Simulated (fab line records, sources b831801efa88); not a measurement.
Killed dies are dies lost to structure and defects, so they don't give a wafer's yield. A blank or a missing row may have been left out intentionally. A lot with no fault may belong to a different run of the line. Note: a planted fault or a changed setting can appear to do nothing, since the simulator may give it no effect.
Which tool did it? -- flow sfq-line -- 40 wafers from 14 lots sampled at 4 of the route's 325 steps

## WHAT EACH GAUGE READ, for each wafer
SFQ_I3_OVL_MEAS_923. Usual: for I3_OVL the level is 2 nm and the standard deviation is 6.4.
lot,measured,on,I3_OVL (nm),flag
L681,day 36 09:03,overlay-01,13 13 18,
L682,day 36 12:40,overlay-01,10 4 8,
L683,day 36 16:16,overlay-01,8 5 9,
L684,day 37 05:27,overlay-01,7 5 -1,
L685,day 37 12:39,overlay-01,14 10 9,
L686,day 38 04:16,overlay-02,8 13 9,
L687,day 38 09:04,overlay-02,-3 -4 -6,
L688,day 38 11:11,overlay-01,-4 2 -5,
L689,day 38 12:23,overlay-01,3 0 3,
L697,day 45 04:28,overlay-02,10 16,
L698,day 45 05:39,overlay-02,5 6,
L699,day 45 08:03,overlay-02,2 4 3,
L700,day 45 09:16,overlay-02,7 -1 6,
L704,day 50 03:08,overlay-01,1 0 -2,

SFQ_I6_OVL_MEAS_942. Usual: for I6_OVL the level is 2 nm and the standard deviation is 6.1.
lot,measured,on,I6_OVL (nm),flag
L681,day 58 12:53,overlay-01,11 18 14,
L682,day 58 16:30,overlay-01,-1 -3 6,
L683,day 58 18:54,overlay-01,2 -1 6,
L684,day 59 00:53,overlay-01,9 15 3,
L685,day 62 21:42,overlay-02,5 7 6,
L686,day 63 02:31,overlay-01,1 0 0,
L687,day 63 13:19,overlay-02,0 -2 -1,
L688,day 63 18:06,overlay-01,-1 -2 -4,
L689,day 64 07:18,overlay-01,-5 -4 -1,
L697,day 73 13:59,overlay-02,0 2,
L698,day 73 15:39,overlay-02,-13 -10,
L699,day 73 18:03,overlay-02,7 12 12,
L700,day 73 22:46,overlay-02,4 -3 2,
L704,day 74 11:31,overlay-01,-2 -3 -3,

## EACH LOT AND THE TOOL THAT RAN IT (in order: tool; ch and the chambers of the sampled wafers; start)
lot,SFQ_TRILAYER_L0_BARC_OPEN_METAL_ETCH_010,SFQ_TRILAYER_I4_DEP_PECVD_099
L681,"rie-metal-03 ch 0,1, day 2 10:23","pecvd-04 ch 0,1, day 36 15:21"
L682,"rie-metal-02 ch 0,1, day 2 12:48","pecvd-02 ch 0,2, day 36 17:10"
L683,"rie-metal-01 ch 0,1, day 4 06:50","pecvd-01 ch 0,1,2, day 36 21:58"
L684,"rie-metal-01 ch 0,1, day 4 15:58","pecvd-04 ch 0,2, day 37 12:10"
L685,"rie-metal-02 ch 0,1, day 5 05:30","pecvd-02 ch 0,2, day 37 22:58"
L686,"rie-metal-02 ch 0, day 5 11:34","pecvd-01 ch 0,1,2, day 38 23:34"
L687,"rie-metal-02 ch 0, day 5 16:20","pecvd-01 ch 0,2, day 39 07:55"
L688,"rie-metal-01 ch 0,1, day 5 22:18","pecvd-04 ch 0,1,2, day 39 10:19"
L689,"rie-metal-01 ch 0,1, day 6 04:18","pecvd-02 ch 1,2, day 44 03:15"
L697,"rie-metal-01 ch 1, day 8 12:56","pecvd-01 ch 1,2, day 49 19:31"
L698,"rie-metal-01 ch 0,1, day 8 20:08","pecvd-04 ch 1,2, day 49 20:43"
L699,"rie-metal-03 ch 0,1, day 8 23:44","pecvd-02 ch 1,2, day 49 21:55"
L700,"rie-metal-02 ch 0,1, day 9 03:20","pecvd-01 ch 1,2, day 49 23:07"
L704,"rie-metal-02 ch 1, day 10 06:56","pecvd-01 ch 1,2, day 54 23:18"
- SFQ_TRILAYER_L0_BARC_OPEN_METAL_ETCH_010: etches BARC in O2, target depth 125 nm, time 41.7 s.
- SFQ_TRILAYER_I4_DEP_PECVD_099: deposits SiO2 from SiH4/N2O, time 111.11 s, target thk 500 nm.

## WHAT THE TOOLS THEMSELVES READ (means of the sampled wafers that have a number; where no wafer has one, the mark that the record gives instead)
SFQ_TRILAYER_L0_BARC_OPEN_METAL_ETCH_010. Usual: drypump-motor-current-A 5.9 A, standard deviation 0.37; oes-product-au 0.685 a.u., standard deviation 0.0044; run-length-s 70.0 s, standard deviation 0.34.
lot,tool,drypump-motor-current-A (A),oes-product-au (a.u.),run-length-s (s),flag
L681,rie-metal-03,5.8,0.682,69.8,
L682,rie-metal-02,5.6,0.682,70.1,
L683,rie-metal-01,5.7,0.686,69.8,
L684,rie-metal-01,5.7,0.683,70.0,
L685,rie-metal-02,6.1,0.684,70.3,
L686,rie-metal-02,6.5,0.682,70.5,
L687,rie-metal-02,6.5,0.680,70.4,
L688,rie-metal-01,5.8,0.687,69.7,
L689,rie-metal-01,5.8,0.684,70.2,
L697,rie-metal-01,5.7,0.736,66.5,OFF
L698,rie-metal-01,5.7,0.743,66.4,OFF
L699,rie-metal-03,6.0,0.680,70.1,
L700,rie-metal-02,5.6,0.686,70.0,
L704,rie-metal-02,5.2,0.688,69.7,

SFQ_TRILAYER_I4_DEP_PECVD_099. Usual: heater-power-w 82 W, standard deviation 8.7; throttle-valve-pct 24.7 %, standard deviation 1.1.
lot,tool,heater-power-w (W),throttle-valve-pct (%),flag
L681,pecvd-04,89,24.1,
L682,pecvd-02,77,25.8,
L683,pecvd-01,84,24.8,
L684,pecvd-04,86,23.6,
L685,pecvd-02,68,25.4,
L686,pecvd-01,84,24.8,
L687,pecvd-01,81,25.0,
L688,pecvd-04,84,24.2,
L689,pecvd-02,84,23.5,
L697,pecvd-01,82,25.9,
L698,pecvd-04,82,24.6,
L699,pecvd-02,84,23.8,
L700,pecvd-01,85,25.8,
L704,pecvd-01,81,25.8,

## THE ANSWER, worked out from the rows above alone
Rule: a lot is off if the mean of its wafers that have a number lies more than 3 standard deviations from the usual mean. A lot without any number at a reading at which 4 lots or more have one is off too. All remaining lots with rows at the step are treated as sound. The gauges are gone through in route order, then the tools' own readings, and for those a lot's mean is taken as printed above. At the first step where some lot is off, the reading lying furthest off is the one used; lots without a number count as furthest.
Off: L697, L698 (SFQ_TRILAYER_L0_BARC_OPEN_METAL_ETCH_010, oes-product-au).
If a tool, at that step or one of the process steps before it, ran each lot that is off and ran no sound lot following the first of them, it fits. One candidate fits, namely rie-metal-01 at SFQ_TRILAYER_L0_BARC_OPEN_METAL_ETCH_010. A fault onset in the window from L689 (day 6 04:18, its last sound lot) to L697 (day 8 12:56, its first lot off) fits.
The tool's own readings at SFQ_TRILAYER_L0_BARC_OPEN_METAL_ETCH_010 bear it out: on the lots that are off they differ by more than 5 times the standard deviation of the sound lots' means. oes-product-au reads 0.740 a.u. there against 0.684 a.u. on the sound lots; run-length-s reads 66.5 s there against 70.0 s on the sound lots.

## WHAT WAS PUT IN BY THE SIMULATOR
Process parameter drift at SFQ_TRILAYER_L0_BARC_OPEN_METAL_ETCH_010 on rie-metal-01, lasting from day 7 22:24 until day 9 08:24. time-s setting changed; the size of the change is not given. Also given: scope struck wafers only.
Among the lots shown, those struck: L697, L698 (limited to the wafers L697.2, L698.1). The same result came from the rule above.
